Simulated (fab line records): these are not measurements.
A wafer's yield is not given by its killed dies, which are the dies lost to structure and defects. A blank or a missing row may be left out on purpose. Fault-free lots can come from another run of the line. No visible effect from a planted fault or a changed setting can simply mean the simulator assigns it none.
Which of the tools did it? / flow sky130 / 11 lots, 33 wafers sampled, at 4 steps of a route of 708

== WHAT THE GAUGES READ, wafer by wafer ==
SKY_CAPM_THK_MEAS_01. Usual: CAPM_CVD_00_THK 15.58 nm, standard deviation 0.25.
lot=L583; measured=day 36 22:27; on=filmMetro-02; CAPM_CVD_00_THK (nm)=15.65 15.49 15.70; flag=
lot=L584; measured=day 37 16:18; on=filmMetro-02; CAPM_CVD_00_THK (nm)=15.15 15.47 15.50; flag=
lot=L586; measured=day 38 07:47; on=filmMetro-04; CAPM_CVD_00_THK (nm)=15.40 15.56 15.46; flag=
lot=L587; measured=day 38 14:35; on=filmMetro-03; CAPM_CVD_00_THK (nm)=15.16 15.59 15.80; flag=
lot=L592; measured=day 39 17:02; on=filmMetro-02; CAPM_CVD_00_THK (nm)=15.64 15.57 16.00; flag=
lot=L593; measured=day 40 08:49; on=filmMetro-02; CAPM_CVD_00_THK (nm)=15.61 15.70 15.64; flag=
lot=L595; measured=day 40 19:16; on=filmMetro-02; CAPM_CVD_00_THK (nm)=15.61 15.46 16.01; flag=
lot=L597; measured=day 41 03:07; on=filmMetro-02; CAPM_CVD_00_THK (nm)=15.42 15.37 15.59; flag=
lot=L600; measured=day 42 05:23; on=filmMetro-02; CAPM_CVD_00_THK (nm)=15.07 15.82 15.34; flag=
lot=L601; measured=day 42 05:35; on=filmMetro-03; CAPM_CVD_00_THK (nm)=15.06 15.49 15.37; flag=
lot=L604; measured=day 43 00:23; on=filmMetro-02; CAPM_CVD_00_THK (nm)=15.94 15.65 15.66; flag=

SKY_VIA3_BOW_MEAS_03. Usual: VIA3_BOW 78 um, standard deviation 7.4.
lot=L583; measured=day 39 04:55; on=filmMetro-02; VIA3_BOW (um)=83 83 82; flag=
lot=L584; measured=day 39 21:29; on=filmMetro-02; VIA3_BOW (um)=79 75 78; flag=
lot=L586; measured=day 40 12:30; on=filmMetro-01; VIA3_BOW (um)=86 60 77; flag=
lot=L587; measured=day 40 19:40; on=filmMetro-02; VIA3_BOW (um)=93 79 77; flag=
lot=L592; measured=day 41 19:26; on=filmMetro-01; VIA3_BOW (um)=84 83 77; flag=
lot=L593; measured=day 42 09:16; on=filmMetro-02; VIA3_BOW (um)=82 83 91; flag=
lot=L595; measured=day 42 21:53; on=filmMetro-02; VIA3_BOW (um)=83 81 82; flag=
lot=L597; measured=day 43 05:22; on=filmMetro-02; VIA3_BOW (um)=82 91 90; flag=
lot=L600; measured=day 44 05:58; on=filmMetro-01; VIA3_BOW (um)=81 75 66; flag=
lot=L601; measured=day 44 06:44; on=filmMetro-03; VIA3_BOW (um)=78 68 71; flag=
lot=L604; measured=day 45 00:02; on=filmMetro-01; VIA3_BOW (um)=81 84 87; flag=

== WHAT TOOL EACH LOT RAN ON (gives the tool, then ch and the chambers of the sampled wafers, and finally the start) ==
lot=L583; SKY_VIA2_CMP_24=cmp-02 ch 2,3, day 36 21:58; SKY_METAL3_METAL_ETCH_18=rieMetal-04 ch 0,1, day 39 03:11
lot=L584; SKY_VIA2_CMP_24=cmp-01 ch 0,1,3, day 37 15:53; SKY_METAL3_METAL_ETCH_18=rieMetal-01 ch 1, day 39 19:43
lot=L586; SKY_VIA2_CMP_24=cmp-01 ch 0,1,3, day 38 07:24; SKY_METAL3_METAL_ETCH_18=rieMetal-04 ch 0,1, day 40 11:07
lot=L587; SKY_VIA2_CMP_24=cmp-02 ch 0,1,2, day 38 14:10; SKY_METAL3_METAL_ETCH_18=rieMetal-03 ch 0,1, day 40 17:10
lot=L592; SKY_VIA2_CMP_24=cmp-01 ch 1,3, day 39 16:37; SKY_METAL3_METAL_ETCH_18=rieMetal-04 ch 0,1, day 41 18:08
lot=L593; SKY_VIA2_CMP_24=cmp-01 ch 0,1,2, day 40 08:28; SKY_METAL3_METAL_ETCH_18=rieMetal-04 ch 0,1, day 42 07:59
lot=L595; SKY_VIA2_CMP_24=cmp-02 ch 0,1,3, day 40 18:52; SKY_METAL3_METAL_ETCH_18=rieMetal-01 ch 0,1, day 42 20:18
lot=L597; SKY_VIA2_CMP_24=cmp-01 ch 1,2,3, day 41 02:44; SKY_METAL3_METAL_ETCH_18=rieMetal-03 ch 0,1, day 43 04:04
lot=L600; SKY_VIA2_CMP_24=cmp-01 ch 0,2,3, day 42 04:58; SKY_METAL3_METAL_ETCH_18=rieMetal-03 ch 0, day 44 04:40
lot=L601; SKY_VIA2_CMP_24=cmp-02 ch 0,2, day 42 05:10; SKY_METAL3_METAL_ETCH_18=rieMetal-03 ch 0,1, day 44 05:23
lot=L604; SKY_VIA2_CMP_24=cmp-01 ch 0,1,3, day 42 23:59; SKY_METAL3_METAL_ETCH_18=rieMetal-03 ch 0,1, day 44 22:42
- SKY_VIA2_CMP_24: polishes, stops on SiO2, t overpolish 20 s, target thk 0 nm.
- SKY_METAL3_METAL_ETCH_18: etches the open film in Cl2/BCl3, stops on SiO2, target depth 845 nm, time 183.1 s.

== WHAT THE TOOLS THEMSELVES READ (means of the sampled wafers that have a number; where no wafer has one, the mark that the record gives instead) ==
SKY_VIA2_CMP_24. Usual: edgeZonePressureFrac 1.000, standard deviation 0.005; motorCurrentA 11.1 A, standard deviation 0.78; overpolishRunS 20.000 s, standard deviation 0.0085; slurryFilterDpKPa 13.50 kPa, standard deviation 0.14; timeToEndpointS 101 s, standard deviation 5.
lot=L583; tool=cmp-02; edgeZonePressureFrac=1.002; motorCurrentA (A)=10.6; overpolishRunS (s)=20.007; slurryFilterDpKPa (kPa)=13.53; timeToEndpointS (s)=94; flag=
lot=L584; tool=cmp-01; edgeZonePressureFrac=0.994; motorCurrentA (A)=11.4; overpolishRunS (s)=20.001; slurryFilterDpKPa (kPa)=13.59; timeToEndpointS (s)=108; flag=
lot=L586; tool=cmp-01; edgeZonePressureFrac=0.997; motorCurrentA (A)=11.3; overpolishRunS (s)=20.004; slurryFilterDpKPa (kPa)=13.49; timeToEndpointS (s)=102; flag=
lot=L587; tool=cmp-02; edgeZonePressureFrac=0.998; motorCurrentA (A)=11.1; overpolishRunS (s)=19.996; slurryFilterDpKPa (kPa)=13.48; timeToEndpointS (s)=99; flag=
lot=L592; tool=cmp-01; edgeZonePressureFrac=0.996; motorCurrentA (A)=11.3; overpolishRunS (s)=19.992; slurryFilterDpKPa (kPa)=13.54; timeToEndpointS (s)=99; flag=
lot=L593; tool=cmp-01; edgeZonePressureFrac=1.003; motorCurrentA (A)=11.5; overpolishRunS (s)=19.997; slurryFilterDpKPa (kPa)=13.44; timeToEndpointS (s)=105; flag=
lot=L595; tool=cmp-02; edgeZonePressureFrac=0.995; motorCurrentA (A)=10.8; overpolishRunS (s)=20.009; slurryFilterDpKPa (kPa)=13.48; timeToEndpointS (s)=99; flag=
lot=L597; tool=cmp-01; edgeZonePressureFrac=1.004; motorCurrentA (A)=11.1; overpolishRunS (s)=20.002; slurryFilterDpKPa (kPa)=13.51; timeToEndpointS (s)=102; flag=
lot=L600; tool=cmp-01; edgeZonePressureFrac=1.002; motorCurrentA (A)=11.1; overpolishRunS (s)=20.000; slurryFilterDpKPa (kPa)=13.45; timeToEndpointS (s)=103; flag=
lot=L601; tool=cmp-02; edgeZonePressureFrac=1.007; motorCurrentA (A)=11.8; overpolishRunS (s)=20.007; slurryFilterDpKPa (kPa)=13.43; timeToEndpointS (s)=105; flag=
lot=L604; tool=cmp-01; edgeZonePressureFrac=1.001; motorCurrentA (A)=11.6; overpolishRunS (s)=19.998; slurryFilterDpKPa (kPa)=13.54; timeToEndpointS (s)=101; flag=

SKY_METAL3_METAL_ETCH_18. Usual: chamberPressureMTorr 10.000 mTorr, standard deviation 0.0097; drypumpMotorCurrentA 5.5 A, standard deviation 0.39; oesProductAu 0.868 a.u., standard deviation 0.0069; throttleValvePct 22.265 %, standard deviation 0.0095.
lot=L583; tool=rieMetal-04; chamberPressureMTorr (mTorr)=9.997; drypumpMotorCurrentA (A)=5.4; oesProductAu (a.u.)=0.870; throttleValvePct (%)=22.251; flag=
lot=L584; tool=rieMetal-01; chamberPressureMTorr (mTorr)=10.005; drypumpMotorCurrentA (A)=5.2; oesProductAu (a.u.)=0.865; throttleValvePct (%)=22.271; flag=
lot=L586; tool=rieMetal-04; chamberPressureMTorr (mTorr)=9.991; drypumpMotorCurrentA (A)=5.7; oesProductAu (a.u.)=0.874; throttleValvePct (%)=22.262; flag=
lot=L587; tool=rieMetal-03; chamberPressureMTorr (mTorr)=9.998; drypumpMotorCurrentA (A)=5.6; oesProductAu (a.u.)=0.863; throttleValvePct (%)=22.269; flag=
lot=L592; tool=rieMetal-04; chamberPressureMTorr (mTorr)=12.006; drypumpMotorCurrentA (A)=5.4; oesProductAu (a.u.)=0.862; throttleValvePct (%)=22.269; flag=OFF
lot=L593; tool=rieMetal-04; chamberPressureMTorr (mTorr)=12.003; drypumpMotorCurrentA (A)=5.4; oesProductAu (a.u.)=0.868; throttleValvePct (%)=22.265; flag=OFF
lot=L595; tool=rieMetal-01; chamberPressureMTorr (mTorr)=9.995; drypumpMotorCurrentA (A)=5.4; oesProductAu (a.u.)=0.866; throttleValvePct (%)=22.256; flag=
lot=L597; tool=rieMetal-03; chamberPressureMTorr (mTorr)=10.001; drypumpMotorCurrentA (A)=5.3; oesProductAu (a.u.)=0.875; throttleValvePct (%)=22.263; flag=
lot=L600; tool=rieMetal-03; chamberPressureMTorr (mTorr)=9.988; drypumpMotorCurrentA (A)=6.0; oesProductAu (a.u.)=0.861; throttleValvePct (%)=22.265; flag=
lot=L601; tool=rieMetal-03; chamberPressureMTorr (mTorr)=10.000; drypumpMotorCurrentA (A)=5.6; oesProductAu (a.u.)=0.872; throttleValvePct (%)=22.266; flag=
lot=L604; tool=rieMetal-03; chamberPressureMTorr (mTorr)=9.993; drypumpMotorCurrentA (A)=5.6; oesProductAu (a.u.)=0.869; throttleValvePct (%)=22.276; flag=

== THE ANSWER, worked out from the rows above alone ==
Rule: lot off if the mean of its wafers having a number is beyond 3 standard deviations from the usual mean. Also off: a lot with no number at a reading for which 4 or more lots have one. Any other lot the step has rows for is counted as sound. After the gauges, taken in route order, come the tools' own readings; for these a lot's mean is taken, as printed above. At the first step where some lot is off, the reading lying furthest off is the one used; lots without a number count as furthest.
Off at SKY_METAL3_METAL_ETCH_18 (chamberPressureMTorr): L592, L593.
A tool fits if, at that step or a process step before it, it ran every lot that is off, and no sound lot after the first of them. One fits: SKY_METAL3_METAL_ETCH_18 on rieMetal-04. Its last sound lot is L586 (day 40 11:07), its first lot that is off L592 (day 41 18:08): a fault that began between those two fits.
The tool's own readings at SKY_METAL3_METAL_ETCH_18 bear it out: on the lots that are off they differ by more than 5 times the standard deviation of the sound lots' means. chamberPressureMTorr reads 12.005 mTorr there against 9.996 mTorr on the sound lots.

== WHAT WAS PUT IN BY THE SIMULATOR ==
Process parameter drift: rieMetal-04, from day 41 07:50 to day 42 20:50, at SKY_METAL3_METAL_ETCH_18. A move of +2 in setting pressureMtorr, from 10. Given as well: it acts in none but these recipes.
Lots struck among those shown: L592, L593. This agrees with what the rule above found.
